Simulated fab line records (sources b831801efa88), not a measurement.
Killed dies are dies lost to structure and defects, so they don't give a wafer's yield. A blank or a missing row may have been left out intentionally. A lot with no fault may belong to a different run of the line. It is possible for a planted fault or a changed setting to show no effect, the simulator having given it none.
What tool caused it? || flow gf180mcu || 12 lots with 36 wafers sampled at 5 steps, on a route of 602 steps

== WHAT EACH GAUGE READ, for each wafer ==
GF_V2_RS_MEAS_24: uses a four-point probe to measure. Usual: V2_W_RS typically reads 0.329 ohm/sq, with standard deviation 0.0033.
{"lot": "L744", "measured": "day 20 02:31", "on": "film_metro-04", "V2_W_RS (ohm/sq)": "0.331 0.330 0.329", "flag": ""}
{"lot": "L745", "measured": "day 20 17:14", "on": "film_metro-04", "V2_W_RS (ohm/sq)": "0.330 0.331 0.329", "flag": ""}
{"lot": "L746", "measured": "day 21 03:44", "on": "film_metro-01", "V2_W_RS (ohm/sq)": "0.336 0.335 0.329", "flag": ""}
{"lot": "L750", "measured": "day 22 15:28", "on": "film_metro-02", "V2_W_RS (ohm/sq)": "0.330 0.326 0.329", "flag": ""}
{"lot": "L751", "measured": "day 22 22:14", "on": "film_metro-04", "V2_W_RS (ohm/sq)": "0.323 0.326 0.330", "flag": ""}
{"lot": "L752", "measured": "day 23 06:43", "on": "film_metro-01", "V2_W_RS (ohm/sq)": "0.333 0.337 0.330", "flag": ""}
{"lot": "L754", "measured": "day 24 02:22", "on": "film_metro-01", "V2_W_RS (ohm/sq)": "0.324 0.326 0.328", "flag": ""}
{"lot": "L756", "measured": "day 24 23:32", "on": "film_metro-02", "V2_W_RS (ohm/sq)": "0.331 0.330 0.329", "flag": ""}
{"lot": "L758", "measured": "day 25 12:53", "on": "film_metro-01", "V2_W_RS (ohm/sq)": "0.332 0.327 0.335", "flag": ""}
{"lot": "L765", "measured": "day 27 14:04", "on": "film_metro-04", "V2_W_RS (ohm/sq)": "0.331 0.327 0.330", "flag": ""}
{"lot": "L766", "measured": "day 27 21:08", "on": "film_metro-02", "V2_W_RS (ohm/sq)": "0.329 0.330 0.327", "flag": ""}
{"lot": "L767", "measured": "day 28 03:13", "on": "film_metro-02", "V2_W_RS (ohm/sq)": "0.329 0.332 0.331", "flag": ""}

GF_M3_CD_MEAS_14: target cd 280 nm. Usual: cd_nm 280.4 nm, standard deviation 1.1.
{"lot": "L744", "measured": "day 21 03:08", "on": "cd_sem-02", "cd_nm (nm)": "278.6 279.7 279.6", "flag": ""}
{"lot": "L745", "measured": "day 21 18:22", "on": "cd_sem-01", "cd_nm (nm)": "279.9 279.1 279.9", "flag": ""}
{"lot": "L746", "measured": "day 22 03:59", "on": "cd_sem-02", "cd_nm (nm)": "280.6 279.2 279.9", "flag": ""}
{"lot": "L750", "measured": "day 23 16:56", "on": "cd_sem-01", "cd_nm (nm)": "282.3 282.0 281.9", "flag": ""}
{"lot": "L751", "measured": "day 23 21:46", "on": "cd_sem-01", "cd_nm (nm)": "278.1 277.8 277.4", "flag": ""}
{"lot": "L752", "measured": "day 24 05:47", "on": "cd_sem-01", "cd_nm (nm)": "281.4 281.7 282.5", "flag": ""}
{"lot": "L754", "measured": "day 25 01:23", "on": "cd_sem-01", "cd_nm (nm)": "280.2 279.0 280.2", "flag": ""}
{"lot": "L756", "measured": "day 25 22:05", "on": "cd_sem-01", "cd_nm (nm)": "285.2 286.5 285.0", "flag": "OFF"}
{"lot": "L758", "measured": "day 26 10:52", "on": "cd_sem-01", "cd_nm (nm)": "284.8 285.2 284.2", "flag": "OFF"}
{"lot": "L765", "measured": "day 28 10:23", "on": "cd_sem-02", "cd_nm (nm)": "281.5 280.0 279.1", "flag": ""}
{"lot": "L766", "measured": "day 28 16:51", "on": "cd_sem-01", "cd_nm (nm)": "281.6 281.3 280.7", "flag": ""}
{"lot": "L767", "measured": "day 28 23:00", "on": "cd_sem-02", "cd_nm (nm)": "280.6 280.6 280.8", "flag": ""}

== WHICH TOOL RAN EACH LOT (tool, then ch and the chambers of the sampled wafers, then the start) ==
{"lot": "L744", "GF_V2_CVD_02": "pecvd-04 ch 1,2, day 18 23:49", "GF_V2_CMP_26": "cmp-01 ch 0,3, day 20 02:46", "GF_M3_SOFTBAKE_10": "litho_track-03 ch 0, day 20 15:23"}
{"lot": "L745", "GF_V2_CVD_02": "pecvd-01 ch 0,2, day 19 16:16", "GF_V2_CMP_26": "cmp-01 ch 0,2,3, day 20 17:30", "GF_M3_SOFTBAKE_10": "litho_track-01 ch 0, day 21 06:10"}
{"lot": "L746", "GF_V2_CVD_02": "pecvd-01 ch 0,1,2, day 20 01:59", "GF_V2_CMP_26": "cmp-01 ch 1,3, day 21 03:55", "GF_M3_SOFTBAKE_10": "litho_track-02 ch 0, day 21 16:38"}
{"lot": "L750", "GF_V2_CVD_02": "pecvd-04 ch 0,1,2, day 21 14:31", "GF_V2_CMP_26": "cmp-02 ch 1,2, day 22 17:27", "GF_M3_SOFTBAKE_10": "litho_track-02 ch 0, day 23 05:02"}
{"lot": "L751", "GF_V2_CVD_02": "pecvd-01 ch 0, day 21 21:25", "GF_V2_CMP_26": "cmp-02 ch 0,1, day 22 22:23", "GF_M3_SOFTBAKE_10": "litho_track-01 ch 0, day 23 09:55"}
{"lot": "L752", "GF_V2_CVD_02": "pecvd-01 ch 1,2, day 22 05:52", "GF_V2_CMP_26": "cmp-02 ch 1,2,3, day 23 07:14", "GF_M3_SOFTBAKE_10": "litho_track-03 ch 0, day 23 18:59"}
{"lot": "L754", "GF_V2_CVD_02": "pecvd-03 ch 0,1, day 23 02:25", "GF_V2_CMP_26": "cmp-01 ch 0,1,3, day 24 02:36", "GF_M3_SOFTBAKE_10": "litho_track-03 ch 0, day 24 14:02"}
{"lot": "L756", "GF_V2_CVD_02": "pecvd-03 ch 0,1, day 23 23:25", "GF_V2_CMP_26": "cmp-01 ch 0,1,3, day 24 23:49", "GF_M3_SOFTBAKE_10": "litho_track-03 ch 0, day 25 11:20"}
{"lot": "L758", "GF_V2_CVD_02": "pecvd-03 ch 0,2, day 24 12:55", "GF_V2_CMP_26": "cmp-01 ch 0,1,3, day 25 13:05", "GF_M3_SOFTBAKE_10": "litho_track-03 ch 0, day 26 00:07"}
{"lot": "L765", "GF_V2_CVD_02": "pecvd-01 ch 0,1, day 26 16:01", "GF_V2_CMP_26": "cmp-01 ch 1,2,3, day 27 14:17", "GF_M3_SOFTBAKE_10": "litho_track-02 ch 0, day 28 00:29"}
{"lot": "L766", "GF_V2_CVD_02": "pecvd-04 ch 0,2, day 26 23:19", "GF_V2_CMP_26": "cmp-02 ch 0,1,3, day 27 21:25", "GF_M3_SOFTBAKE_10": "litho_track-02 ch 0, day 28 07:35"}
{"lot": "L767", "GF_V2_CVD_02": "pecvd-01 ch 0,2, day 27 05:53", "GF_V2_CMP_26": "cmp-01 ch 1,3, day 28 03:24", "GF_M3_SOFTBAKE_10": "litho_track-01 ch 0, day 28 13:30"}
- GF_V2_CVD_02: deposits SiO2 from TEOS, target thk 850 nm, time 94.851 s.
- GF_V2_CMP_26: polishes, stops on SiO2, t overpolish 15 s, target thk 0 nm.
- GF_M3_SOFTBAKE_10: time 60 s.

== WHAT THE TOOLS THEMSELVES READ (means of the sampled wafers that have a number; where no wafer has one, the mark that the record gives instead) ==
GF_V2_CVD_02. Usual: heater_power_w 674 W, standard deviation 90.
{"lot": "L744", "tool": "pecvd-04", "heater_power_w (W)": 693, "flag": ""}
{"lot": "L745", "tool": "pecvd-01", "heater_power_w (W)": 642, "flag": ""}
{"lot": "L746", "tool": "pecvd-01", "heater_power_w (W)": 624, "flag": ""}
{"lot": "L750", "tool": "pecvd-04", "heater_power_w (W)": 676, "flag": ""}
{"lot": "L751", "tool": "pecvd-01", "heater_power_w (W)": 572, "flag": ""}
{"lot": "L752", "tool": "pecvd-01", "heater_power_w (W)": 654, "flag": ""}
{"lot": "L754", "tool": "pecvd-03", "heater_power_w (W)": 751, "flag": ""}
{"lot": "L756", "tool": "pecvd-03", "heater_power_w (W)": 760, "flag": ""}
{"lot": "L758", "tool": "pecvd-03", "heater_power_w (W)": 733, "flag": ""}
{"lot": "L765", "tool": "pecvd-01", "heater_power_w (W)": 591, "flag": ""}
{"lot": "L766", "tool": "pecvd-04", "heater_power_w (W)": 668, "flag": ""}
{"lot": "L767", "tool": "pecvd-01", "heater_power_w (W)": 660, "flag": ""}

GF_V2_CMP_26. Usual: motor_current_A 11.7 A, standard deviation 0.95; overpolish_run_s 15.000 s, standard deviation 0.0095; slurry_filter_dp_kPa 13.49 kPa, standard deviation 0.14; time_to_endpoint_s 85 s, standard deviation 3.3.
{"lot": "L744", "tool": "cmp-01", "motor_current_A (A)": 11.8, "overpolish_run_s (s)": 15.006, "slurry_filter_dp_kPa (kPa)": 13.55, "time_to_endpoint_s (s)": 88, "flag": ""}
{"lot": "L745", "tool": "cmp-01", "motor_current_A (A)": 11.5, "overpolish_run_s (s)": 14.996, "slurry_filter_dp_kPa (kPa)": 13.32, "time_to_endpoint_s (s)": 84, "flag": ""}
{"lot": "L746", "tool": "cmp-01", "motor_current_A (A)": 12.3, "overpolish_run_s (s)": 14.996, "slurry_filter_dp_kPa (kPa)": 13.32, "time_to_endpoint_s (s)": 84, "flag": ""}
{"lot": "L750", "tool": "cmp-02", "motor_current_A (A)": 11.6, "overpolish_run_s (s)": 15.007, "slurry_filter_dp_kPa (kPa)": 13.43, "time_to_endpoint_s (s)": 87, "flag": ""}
{"lot": "L751", "tool": "cmp-02", "motor_current_A (A)": 11.9, "overpolish_run_s (s)": 14.995, "slurry_filter_dp_kPa (kPa)": 13.50, "time_to_endpoint_s (s)": 87, "flag": ""}
{"lot": "L752", "tool": "cmp-02", "motor_current_A (A)": 12.2, "overpolish_run_s (s)": 15.005, "slurry_filter_dp_kPa (kPa)": 13.53, "time_to_endpoint_s (s)": 83, "flag": ""}
{"lot": "L754", "tool": "cmp-01", "motor_current_A (A)": 11.5, "overpolish_run_s (s)": 15.000, "slurry_filter_dp_kPa (kPa)": 13.42, "time_to_endpoint_s (s)": 83, "flag": ""}
{"lot": "L756", "tool": "cmp-01", "motor_current_A (A)": 11.9, "overpolish_run_s (s)": 15.002, "slurry_filter_dp_kPa (kPa)": 13.40, "time_to_endpoint_s (s)": 84, "flag": ""}
{"lot": "L758", "tool": "cmp-01", "motor_current_A (A)": 11.7, "overpolish_run_s (s)": 15.002, "slurry_filter_dp_kPa (kPa)": 13.46, "time_to_endpoint_s (s)": 86, "flag": ""}
{"lot": "L765", "tool": "cmp-01", "motor_current_A (A)": 11.7, "overpolish_run_s (s)": 15.004, "slurry_filter_dp_kPa (kPa)": 13.50, "time_to_endpoint_s (s)": 85, "flag": ""}
{"lot": "L766", "tool": "cmp-02", "motor_current_A (A)": 12.2, "overpolish_run_s (s)": 14.999, "slurry_filter_dp_kPa (kPa)": 13.40, "time_to_endpoint_s (s)": 86, "flag": ""}
{"lot": "L767", "tool": "cmp-01", "motor_current_A (A)": 11.8, "overpolish_run_s (s)": 14.991, "slurry_filter_dp_kPa (kPa)": 13.60, "time_to_endpoint_s (s)": 86, "flag": ""}

GF_M3_SOFTBAKE_10. Usual: heater_power_total_W 93.04 W, standard deviation 0.058; plate_temp_C 129.99 C, standard deviation 0.14.
{"lot": "L744", "tool": "litho_track-03", "heater_power_total_W (W)": 93.06, "plate_temp_C (C)": 129.95, "flag": ""}
{"lot": "L745", "tool": "litho_track-01", "heater_power_total_W (W)": 93.10, "plate_temp_C (C)": 129.91, "flag": ""}
{"lot": "L746", "tool": "litho_track-02", "heater_power_total_W (W)": 93.05, "plate_temp_C (C)": 130.11, "flag": ""}
{"lot": "L750", "tool": "litho_track-02", "heater_power_total_W (W)": 93.03, "plate_temp_C (C)": 129.77, "flag": ""}
{"lot": "L751", "tool": "litho_track-01", "heater_power_total_W (W)": 93.08, "plate_temp_C (C)": 129.75, "flag": ""}
{"lot": "L752", "tool": "litho_track-03", "heater_power_total_W (W)": 92.99, "plate_temp_C (C)": 130.09, "flag": ""}
{"lot": "L754", "tool": "litho_track-03", "heater_power_total_W (W)": 93.07, "plate_temp_C (C)": 129.94, "flag": ""}
{"lot": "L756", "tool": "litho_track-03", "heater_power_total_W (W)": 91.24, "plate_temp_C (C)": 127.91, "flag": "OFF"}
{"lot": "L758", "tool": "litho_track-03", "heater_power_total_W (W)": 91.28, "plate_temp_C (C)": 128.12, "flag": "OFF"}
{"lot": "L765", "tool": "litho_track-02", "heater_power_total_W (W)": 93.09, "plate_temp_C (C)": 129.80, "flag": ""}
{"lot": "L766", "tool": "litho_track-02", "heater_power_total_W (W)": 93.09, "plate_temp_C (C)": 130.06, "flag": ""}
{"lot": "L767", "tool": "litho_track-01", "heater_power_total_W (W)": 93.00, "plate_temp_C (C)": 129.96, "flag": ""}

== THE ANSWER, worked out from the rows above alone ==
Rule: lot off if the mean of its wafers having a number is beyond 3 standard deviations from the usual mean. Also off: a lot with no number at a reading for which 4 or more lots have one. The other lots that the step has rows for count as sound. The gauges are gone through in route order, then the tools' own readings, and for those a lot's mean is taken as printed above. At the first step where some lot is off, the reading lying furthest off is the one used; lots without a number count as furthest.
Off, at GF_M3_CD_MEAS_14 on cd_nm: L756, L758.
If a tool, at a process step before that reading, ran all the lots that are off and no sound lot after the first of them, it fits. Not tried: the gauges at GF_M3_CD_MEAS_14; whatever is off there is also off at GF_M3_SOFTBAKE_10, on other tools, and gauge error can't account for it. This does not decide it: 2 tools fit, namely pecvd-03 at GF_V2_CVD_02 and litho_track-03 at GF_M3_SOFTBAKE_10.

== WHAT HAD BEEN PUT IN BY THE SIMULATOR ==
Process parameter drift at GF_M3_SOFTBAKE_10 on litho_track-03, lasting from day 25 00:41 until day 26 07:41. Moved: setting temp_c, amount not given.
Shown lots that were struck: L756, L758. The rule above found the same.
